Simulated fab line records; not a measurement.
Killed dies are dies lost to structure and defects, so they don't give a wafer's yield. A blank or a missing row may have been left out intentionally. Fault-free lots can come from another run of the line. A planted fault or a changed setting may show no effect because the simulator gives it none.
Which tool is to blame? + flow sky130 + 7 lots, 21 wafers sampled, at 1 step of a route of 708

## WHAT EACH GAUGE READ, for each wafer
SKY_VT_ADJUST_NCORE_OVL_MEAS_08.
| lot  | measured     | on         | VT_ADJUST_NCORE_OVL (nm) |
|------|--------------|------------|--------------------------|
| L456 | day 9 15:30  | overlay-02 | -0.8 -2.1 -3.2           |
| L457 | day 9 19:07  | overlay-02 | -1.3 -2.2 -1.3           |
| L460 | day 10 22:22 | overlay-01 | 3.1 -0.5 0.7             |
| L461 | day 11 06:25 | overlay-02 | 1.1 -2.1 -0.4            |
| L466 | day 12 03:46 | overlay-02 | 0.4 1.5 -1.1             |
| L474 | day 14 12:24 | overlay-01 | -0.4 0.1 2.7             |
| L477 | day 15 17:56 | overlay-02 | -1.4 -1.4 -1.2           |

## WHAT TOOL EACH LOT RAN ON (gives the tool, then ch and the chambers of the sampled wafers, and finally the start)
The record shows no process step preceding these readings.

## THE ANSWER, worked out from the rows above alone
Rule: the usual values come from the lots themselves. The widest of any qualifying gaps counts: lots, ordered by their means at a reading, are off when they make up no more than a third of the lots, leave a main group of 4 or more, and stand apart from it by 3 or more times the standard deviation of that group's means. A main group is skipped when, at the precision printed for the reading in the tables above, its means are all equal. Also off: a lot with no number at a reading for which 4 or more lots have one. Where the step has rows for the other lots, those lots are counted as sound.
No lot is off on any of the readings shown, so nothing can be concluded from this.

## WHAT WAS PUT IN BY THE SIMULATOR
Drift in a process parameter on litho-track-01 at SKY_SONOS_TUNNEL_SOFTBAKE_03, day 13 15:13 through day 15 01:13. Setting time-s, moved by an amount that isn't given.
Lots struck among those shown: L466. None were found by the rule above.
